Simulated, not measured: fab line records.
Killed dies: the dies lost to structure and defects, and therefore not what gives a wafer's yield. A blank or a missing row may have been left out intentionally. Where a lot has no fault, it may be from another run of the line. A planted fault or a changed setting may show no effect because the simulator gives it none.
A struck lot beside a sound one ; flow sfq line ; 14 out of 325 route steps
Sound: these wafers, L225.1, L225.3, L225.5. Wafers L238.2, L238.3, L238.5 were the ones struck. Last of all comes the cause.
At each step with rows: each side's tool, then ch and its chambers, then its first start. Under that, the readings that differ: sound wafers ; struck wafers ; difference of the means ; sigmas: that difference in standard deviations of wafers without a fault.
alike: readings with means less than 2 such deviations apart, plus words and numbers identical on both sides. not compared: withheld readings, readings lacking a value on some wafer, bounds such as >300 that could conceal the same value, and numbers that have no deviation in the record and whose values overlap.
A row with sigmas, a row that says differs or no value, or rows on one side alone: a step with any of these is where the two part. Numbers that have no deviation but don't overlap get no sigmas and don't part them. A reading that every wafer of one side lacks parts them only if that side has two wafers or more.

first, 2 steps without rows for these wafers: SFQ_TRILAYER_C5_STRIP_SOLV_CLEAN_156 (cleans in NMP, time 600 s); SFQ_TRILAYER_M6_DEP_PRE_CLEAN_158 (time 22.5 s).
SFQ_TRILAYER_M6_DEP_SPUTTER_157: material Nb, target thk 200 nm, time 133.3 s.
  sound: pvd sputter-06 at day 72 04:33; struck: pvd sputter-06 at day 81 12:54
  alike: throttle valve pct
SFQ_M6_RS_MEAS_938: the measuring method here is four-point-probe.
  sound: film metro-01 at day 72 04:38; struck: film metro-01 at day 81 13:01
  alike: M6_NB_RS
then, 6 steps without rows for these wafers: SFQ_TRILAYER_M6_LITHO_COAT_164 (resist thk 62 nm); SFQ_TRILAYER_M6_LITHO_COAT_159 (resist thk 600 nm); SFQ_TRILAYER_M6_LITHO_SOFTBAKE_163; SFQ_TRILAYER_M6_LITHO_EXPOSE_160 (exposes mask M6, target cd 500 nm); SFQ_TRILAYER_M6_LITHO_PEB_162 (peb time 60 s); SFQ_TRILAYER_M6_LITHO_DEVELOP_161 (time 60 s).
-- the record jumps here: 5 days lie between the struck wafers' starts before and after --
SFQ_M6_OVL_MEAS_940:
  sound: overlay-01 at day 77 05:04; struck: overlay-01 at day 86 09:07
  alike: M6_OVL
SFQ_TRILAYER_M6_BARC_OPEN_METAL_ETCH_206: etches BARC in O2, target depth 125 nm, time 41.7 s.
  sound on rie metal-02 ch 1, day 77 05:07; struck on rie metal-02 ch 0,1, day 86 09:09
reading;sound;struck;difference;sigmas
rf fwd power W (W);591.6 594.3 591.1;829.8 831.5 835.4;+239.9;+86
model.KrF_of_TRILAYER_M6_LITHO_COAT_159.thk nm (nm);522.4 523.5 522.8;503.3 504.1 504.4;-19.0;
  alike: bias w, drypump motor current A, oes product au
  not compared: rf hours counter h
SFQ_TRILAYER_M6_ETCH_METAL_ETCH_162: etches Nb in Cl2/Ar, stops on SiO2, target depth 240 nm, time 120 s.
  sound on rie metal-02 ch 1, day 77 05:10; struck on rie metal-02 ch 0,1, day 86 09:13
reading;sound;struck;difference;sigmas
rf fwd power W (W);598.5 600.5 597.6;590.8 591.8 593.1;-7.0;-3
model.KrF_of_TRILAYER_M6_LITHO_COAT_159.thk nm (nm);382.2 383.6 382.8;362.8 363.7 362.6;-19.8;
  alike: bias w, drypump motor current A, oes product au
  not compared: rf hours counter h
SFQ_TRILAYER_M6_STRIP_STRIP_163: strips in O2.
  sound on rie metal-02 ch 1, day 77 05:17; struck on rie metal-02 ch 0,1, day 86 09:20
  alike: drypump motor current A, oes product au
  not compared: rf hours counter h

## WHERE THEY PART
First at SFQ_TRILAYER_M6_BARC_OPEN_METAL_ETCH_206; last, within this record, at SFQ_TRILAYER_M6_ETCH_METAL_ETCH_162. Later steps at which nothing parts them and some readings are alike: SFQ_TRILAYER_M6_STRIP_STRIP_163.

WHY: the cause the simulator had injected
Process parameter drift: rie metal-02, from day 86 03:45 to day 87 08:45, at SFQ_TRILAYER_M6_BARC_OPEN_METAL_ETCH_206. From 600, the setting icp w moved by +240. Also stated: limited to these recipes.
